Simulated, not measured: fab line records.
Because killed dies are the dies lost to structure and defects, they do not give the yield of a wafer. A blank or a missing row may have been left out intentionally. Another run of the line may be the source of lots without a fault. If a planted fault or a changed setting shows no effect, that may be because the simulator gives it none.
Shared-tool check / flow gf180mcu / 12 lots and 36 wafers in the sample

== REASON IT WAS OPENED ==
GF_HV_LDD_TW_MEAS_11, reading HV_LDD_TW: flagged on 2 of 12 lots. Wafers without a fault read 2389, standard deviation 29.
Rule: flag the lot when none of its wafers has a number, or when each of its wafers that has one lies beyond 4 standard deviations from that mean. All remaining lots are regarded as sound.

lot=L250; measured=day 11 04:32; on=film-metro-03; HV_LDD_TW, wafer by wafer=2421 2424 2428; flag=
lot=L251; measured=day 11 17:12; on=film-metro-03; HV_LDD_TW, wafer by wafer=2411 2414 2418; flag=
lot=L253; measured=day 12 05:58; on=film-metro-02; HV_LDD_TW, wafer by wafer=2359 2367 2363; flag=
lot=L254; measured=day 12 12:59; on=film-metro-02; HV_LDD_TW, wafer by wafer=2353 2364 2363; flag=
lot=L258; measured=day 13 20:41; on=film-metro-03; HV_LDD_TW, wafer by wafer=2434 2427 2422; flag=
lot=L261; measured=day 14 15:19; on=film-metro-03; HV_LDD_TW, wafer by wafer=2417 2401 2422; flag=
lot=L263; measured=day 15 04:32; on=film-metro-03; HV_LDD_TW, wafer by wafer=2428 2443 2421; flag=
lot=L266; measured=day 16 02:32; on=film-metro-02; HV_LDD_TW, wafer by wafer=2358 2354 2370; flag=
lot=L267; measured=day 16 16:07; on=film-metro-02; HV_LDD_TW, wafer by wafer=2363 2379 2356; flag=
lot=L271; measured=day 17 13:43; on=film-metro-03; HV_LDD_TW, wafer by wafer=2412 2434 2422; flag=
lot=L272; measured=day 18 00:25; on=film-metro-02; HV_LDD_TW, wafer by wafer=2193 2208 2212; flag=FLAGGED
lot=L273; measured=day 18 05:23; on=film-metro-02; HV_LDD_TW, wafer by wafer=2211 2208 2210; flag=FLAGGED
On average the flagged lots' numbers are 2207, which is -182 against the usual, or -6 standard deviations.

== TOOL THAT RAN EACH LOT ==
The record holds 2 process steps before the reading, out of a route of 602 steps. Cell contents, in order: the tool; ch with the chambers the sampled wafers went through; the start.
lot=L250; flag=; GF_MVPSD_STRIP_10=plasma-asher-03 ch 0,1, day 5 08:42; GF_HV_LDD_IMPLANT_09=implanter-03 ch 0, day 11 04:17
lot=L251; flag=; GF_MVPSD_STRIP_10=plasma-asher-04 ch 0,1, day 5 18:53; GF_HV_LDD_IMPLANT_09=implanter-01 ch 0, day 11 16:59
lot=L253; flag=; GF_MVPSD_STRIP_10=plasma-asher-03 ch 0,1, day 6 06:13; GF_HV_LDD_IMPLANT_09=implanter-03 ch 0, day 12 05:43
lot=L254; flag=; GF_MVPSD_STRIP_10=plasma-asher-04 ch 0,1, day 6 12:10; GF_HV_LDD_IMPLANT_09=implanter-02 ch 0, day 12 12:44
lot=L258; flag=; GF_MVPSD_STRIP_10=plasma-asher-04 ch 0,1, day 7 11:31; GF_HV_LDD_IMPLANT_09=implanter-03 ch 0, day 13 20:27
lot=L261; flag=; GF_MVPSD_STRIP_10=plasma-asher-02 ch 0,1, day 8 06:21; GF_HV_LDD_IMPLANT_09=implanter-03 ch 0, day 14 15:04
lot=L263; flag=; GF_MVPSD_STRIP_10=plasma-asher-03 ch 0,1, day 8 16:58; GF_HV_LDD_IMPLANT_09=implanter-01 ch 0, day 15 04:18
lot=L266; flag=; GF_MVPSD_STRIP_10=plasma-asher-02 ch 0,1, day 9 11:50; GF_HV_LDD_IMPLANT_09=implanter-01 ch 0, day 16 02:19
lot=L267; flag=; GF_MVPSD_STRIP_10=plasma-asher-03 ch 0,1, day 9 23:30; GF_HV_LDD_IMPLANT_09=implanter-02 ch 0, day 16 15:52
lot=L271; flag=; GF_MVPSD_STRIP_10=plasma-asher-03 ch 0,1, day 10 20:21; GF_HV_LDD_IMPLANT_09=implanter-03 ch 0, day 17 13:28
lot=L272; flag=FLAGGED; GF_MVPSD_STRIP_10=plasma-asher-02 ch 0,1, day 11 03:40; GF_HV_LDD_IMPLANT_09=implanter-03 ch 0, day 18 00:10
lot=L273; flag=FLAGGED; GF_MVPSD_STRIP_10=plasma-asher-02 ch 0,1, day 11 08:08; GF_HV_LDD_IMPLANT_09=implanter-03 ch 0, day 18 05:10
What is done by these steps:
- GF_MVPSD_STRIP_10: strips in O2/N2.
- GF_HV_LDD_IMPLANT_09
- GF_HV_LDD_TW_MEAS_11

== FLAGGED OVER TOTAL, TOOL BY TOOL (the gauges that took the reading come last) ==
step=GF_MVPSD_STRIP_10; tool=plasma-asher-02; lots run=4; flagged=2; share of the flagged lots=all; sound lots run after its first flagged lot=0
step=GF_MVPSD_STRIP_10; tool=plasma-asher-03; lots run=5; flagged=0; share of the flagged lots=none; sound lots run after its first flagged lot=-
step=GF_MVPSD_STRIP_10; tool=plasma-asher-04; lots run=3; flagged=0; share of the flagged lots=none; sound lots run after its first flagged lot=-
step=GF_HV_LDD_IMPLANT_09; tool=implanter-01; lots run=3; flagged=0; share of the flagged lots=none; sound lots run after its first flagged lot=-
step=GF_HV_LDD_IMPLANT_09; tool=implanter-02; lots run=2; flagged=0; share of the flagged lots=none; sound lots run after its first flagged lot=-
step=GF_HV_LDD_IMPLANT_09; tool=implanter-03; lots run=7; flagged=2; share of the flagged lots=all; sound lots run after its first flagged lot=0
step=GF_HV_LDD_TW_MEAS_11; tool=film-metro-02; lots run=6; flagged=2; share of the flagged lots=all; sound lots run after its first flagged lot=0
step=GF_HV_LDD_TW_MEAS_11; tool=film-metro-03; lots run=6; flagged=0; share of the flagged lots=none; sound lots run after its first flagged lot=-

== WHAT THE TABLE PERMITS ==
Rows of the table that ran every flagged lot, 3 in all: plasma-asher-02 at GF_MVPSD_STRIP_10, implanter-03 at GF_HV_LDD_IMPLANT_09, film-metro-02 at GF_HV_LDD_TW_MEAS_11.
- plasma-asher-02 at GF_MVPSD_STRIP_10: 2 of its 4 lots flagged. Last sound lot L266 at day 9 11:50, first flagged lot L272 at day 11 03:40; a fault beginning in between fits.
- implanter-03 at GF_HV_LDD_IMPLANT_09: 2 of its 7 lots flagged. Last sound lot L271 at day 17 13:28, first flagged lot L272 at day 18 00:10; a fault beginning in between fits. Its own readings lie more than 4 standard deviations out on every wafer of the flagged lots: dose-ions-cm2, faraday-current-uA.
- film-metro-02 at GF_HV_LDD_TW_MEAS_11: 2 of its 6 lots flagged. Last sound lot L267 at day 16 16:07, first flagged lot L272 at day 18 00:25; a fault beginning in between fits.
Because each of these 3 tools fits a fault that began at some hour, counting lots does not separate them. More lots, or a look at what each step does to the wafer, might.

== WHAT THE SIMULATOR HAD PUT IN ==
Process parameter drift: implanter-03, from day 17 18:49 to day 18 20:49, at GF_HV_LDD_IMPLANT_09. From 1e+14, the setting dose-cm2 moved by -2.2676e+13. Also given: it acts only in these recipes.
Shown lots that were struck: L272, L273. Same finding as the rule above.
